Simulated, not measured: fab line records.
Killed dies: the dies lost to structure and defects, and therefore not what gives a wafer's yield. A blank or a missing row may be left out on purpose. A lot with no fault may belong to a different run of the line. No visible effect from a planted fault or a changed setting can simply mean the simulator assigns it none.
The same fault as seen by 2 desks :: flow sky130 :: each desk holds nothing but its own numbers, with what lay behind them at the end

DESK OF THE TOOL OWNER: pecvd-04
The tool's own readings at SKY_PASSIVATION_CVD_02 (deposits Si3N4, target thk 540 nm): means of the sampled wafers that have a number, for each lot that ran on this tool. The brackets show how far a lot's mean lies from the usual mean; more than 4 standard deviations puts the lot out of limits, marked OUT.
Columns: A = heater power w at SKY_PASSIVATION_CVD_02, usual 700 W
lot: L594
first seen here: day 45 07:24
A: 648

lot: L593
first seen here: day 45 10:15
A: 680

lot: L597
first seen here: day 46 05:31
A: 638

lot: L598
first seen here: day 46 15:46
A: 677

lot: L600
first seen here: day 46 16:24
A: 694
This desk's verdict: no lot among the 5 shows anything out of limits.

FROM THE METROLOGY DESK
What the gauges read, lot by lot, whatever tool the lot ran on: means of the sampled wafers that have a number. The brackets show how far a lot's mean lies from the usual mean; more than 4 standard deviations puts the lot out of limits, marked OUT.
Columns: A = PASSIVATION_CVD_02_THK at SKY_PASSIVATION_THK_MEAS_03, usual 541 nm
lot: L589
first seen here: day 44 02:36
A: 552

lot: L594
first seen here: day 45 07:44
A: 541

lot: L593
first seen here: day 45 10:35
A: 541

lot: L595
first seen here: day 45 11:01
A: 537

lot: L597
first seen here: day 46 05:44
A: 535

lot: L598
first seen here: day 46 15:59
A: 502 (-5.7) OUT

lot: L600
first seen here: day 46 16:38
A: 497 (-6.4) OUT

lot: L604
first seen here: day 47 19:36
A: 531

lot: L605
first seen here: day 47 22:55
A: 538

lot: L606
first seen here: day 48 16:37
A: 542

lot: L611
first seen here: day 49 04:11
A: 543

lot: L612
first seen here: day 49 09:08
A: 535
This desk's result: L598, L600 out of limits, first on L598 (PASSIVATION_CVD_02_THK at SKY_PASSIVATION_THK_MEAS_03), day 46 15:59. Within limits: L589, L594, L593, L595, L597, L604, L605, L606, L611, L612.

PUT TOGETHER
The metrology desk could have raised an alarm at day 46 15:59, on L598, L600.
The tool owner's desk saw nothing out of limits.
Tool owner's desk: L598, L600 on record, inside its limits.
On pecvd-04, each named lot ran SKY_PASSIVATION_CVD_02.

WHAT THE SIMULATOR PUT IN
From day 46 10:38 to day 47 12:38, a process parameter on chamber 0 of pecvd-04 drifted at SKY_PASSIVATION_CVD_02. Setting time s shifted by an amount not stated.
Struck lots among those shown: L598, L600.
Delay in hours, fault start to first out-of-limits reading, per desk: metrology desk 5.
